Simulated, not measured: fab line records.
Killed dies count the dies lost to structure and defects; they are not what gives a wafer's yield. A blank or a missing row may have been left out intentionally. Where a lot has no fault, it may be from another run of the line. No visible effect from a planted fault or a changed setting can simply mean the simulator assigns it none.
A struck lot beside a sound one / flow sky130 / 24 out of 708 route steps
Sound: wafers L645.1, L645.2, L645.3. Struck: wafer L660.3. (L660.1, L660.2 of the same lot were not struck and are left out.) The cause comes at the end.
Each step with rows lists, per side, the tool, then ch with its chambers, then its first start. Under that, the readings that differ: sound wafers / struck wafers / difference of the means / sigmas: that difference in standard deviations of wafers without a fault.
alike: readings with means less than 2 such deviations apart, plus words and numbers identical on both sides. not compared: withheld readings, readings lacking a value on some wafer, bounds such as >300 that could conceal the same value, and numbers that have no deviation in the record and whose values overlap.
A row with sigmas, a row that says differs or no value, or rows on one side alone: a step with any of these is where the two part. Numbers that don't overlap but have no deviation are shown without sigmas and don't part them. A reading that every wafer of one side lacks parts them only if that side has two wafers or more.

SKY_VIA3_CMP_02: polishes SiO2.
  sound on cmp-01 ch 0,1,2, day 39 16:08; struck on cmp-02 ch 3, day 44 10:41
  alike: motor current A
SKY_VIA3_BOW_MEAS_03:
  struck on film metro-04, day 44 10:59; sound on film metro-01, day 39 16:26
  alike: VIA3_BOW
then, 8 steps without rows for these wafers: SKY_VIA3_DEHYDRATE_04 (time 60 s); SKY_VIA3_HMDS_05 (prime time 60 s); SKY_VIA3_COAT_06 (resist thk 60 nm); SKY_VIA3_COAT_07 (resist thk 450 nm); SKY_VIA3_SOFTBAKE_08 (time 90 s); SKY_VIA3_EXPOSE_09 (exposes mask VIM3, target cd 200 nm); SKY_VIA3_PEB_10; SKY_VIA3_DEVELOP_11 (develop time 60 s).
SKY_VIA3_CD_MEAS_12: the cd target is 200 nm.
  struck on cd sem-02, day 45 09:16; sound on cd sem-02, day 40 16:08
  alike: cd nm
SKY_VIA3_OVL_MEAS_13:
  struck on overlay-01, day 45 09:23; sound on overlay-01, day 40 16:16
  alike: VIA3_OVL
SKY_VIA3_ETCH_14: etches BARC in N2/H2, stops on SiO2, time 45.9 s, target depth 60 nm.
  sound on rie diel-03 ch 0,2,3, day 40 16:17; struck on rie diel-04 ch 1, day 45 09:26
reading=drypump motor current A (A); sound=5.7 6.0 4.9; struck=6.8; difference=+1.3; sigmas=+2
reading=oes product au (a.u.); sound=0.855 0.859 0.866; struck=1.003; difference=+0.143; sigmas=+30
reading=rf hours counter h (h); sound=12 19 15; struck=22; difference=+7; sigmas=
reading=run length s (s); sound=74.5 74.3 73.8; struck=47.3; difference=-26.9; sigmas=-55
reading=model.etch.depth nm (nm); sound=60.08 60.07 59.91; struck=33.08; difference=-26.94; sigmas=
reading=model.KrF-thick_of_VIA3_COAT_07.thk nm (nm); sound=390.6 391.2 390.5; struck=420.5; difference=+29.7; sigmas=
reading=model.VIA3.cd nm (nm); sound=201.3 200.2 200.1; struck=195.9; difference=-4.6; sigmas=
  alike: throttle valve pct
SKY_VIA3_ETCH_15: etches SiO2 in C4F8/O2/Ar, stops on TiN, target depth 507 nm, time 78 s.
  sound on rie diel-03 ch 0,2,3, day 40 16:20; struck on rie diel-04 ch 1, day 45 09:28
reading=oes product au (a.u.); sound=0.950 0.944 0.956; struck=0.386; difference=-0.564; sigmas=-99 or more
reading=rf hours counter h (h); sound=12 19 15; struck=22; difference=+7; sigmas=
reading=model.KrF-thick_of_VIA3_COAT_07.thk nm (nm); sound=290.5 289.6 290.1; struck=318.7; difference=+28.6; sigmas=
reading=model.VIA3.cd nm (nm); sound=203.5 203.2 199.3; struck=193.5; difference=-8.5; sigmas=
  alike: run length s
SKY_VIA3_STRIP_16: strips in O2/N2.
  sound on plasma asher-02 ch 0,1, day 40 16:24; struck on plasma asher-02 ch 1, day 45 09:32
reading=strip time to endpoint s (s); sound=4.126 4.119 4.103; struck=4.400; difference=+0.284; sigmas=+12
  alike: drypump motor current A, oes product au
  not compared: rf hours counter h
then, 3 steps without rows for these wafers: SKY_VIA3_STRIP_17 (strips in post etch residue remover, time 1200 s); SKY_VIA3_CLEAN_18 (cleans in IPA, time 180 s); SKY_VIA3_CLEAN_19 (cleans in O3/DIW).
SKY_VIA3_SPUTTER_20: material TiN, target thk 20 nm, time 80 s.
  struck on pvd sputter-04, day 45 10:24; sound on pvd sputter-04, day 40 16:59
  alike: throttle valve pct
SKY_VIA3_CVD_21: deposits W, target thk 390 nm, time 117.31 s.
  sound on cvd w-01 ch 0,1, day 40 17:03; struck on cvd w-02 ch 0, day 45 10:28
reading=heater power w (W); sound=847 916 866; struck=727; difference=-149; sigmas=-2
SKY_VIA3_CMP_24: polishes, stops on SiO2, t overpolish 20 s, target thk 0 nm.
  sound on cmp-02 ch 0,1,3, day 40 17:22; struck on cmp-01 ch 2, day 45 10:55
  alike: motor current A
SKY_METAL4_SPUTTER_00: material Ti, target thk 15 nm, time 10 s.
  sound wafers here have rows in the record (pvd sputter-02, day 40 17:40); struck ones have none
SKY_METAL4_SPUTTER_01: material TiN, target thk 20 nm, time 16.7 s.
  sound wafers here have rows in the record (pvd sputter-02, day 40 17:41); struck ones have none
SKY_METAL4_SPUTTER_02: material AlCu, target thk 735 nm, time 39.1 s.
  sound wafers here have rows in the record (pvd sputter-02, day 40 17:42); struck ones have none

WHERE THEY PART
Last at SKY_METAL4_SPUTTER_02 as far as this record goes, first at SKY_VIA3_ETCH_14.

WHY: the cause the simulator had injected
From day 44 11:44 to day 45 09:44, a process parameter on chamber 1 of rie diel-04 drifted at SKY_VIA3_ETCH_14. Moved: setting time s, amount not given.
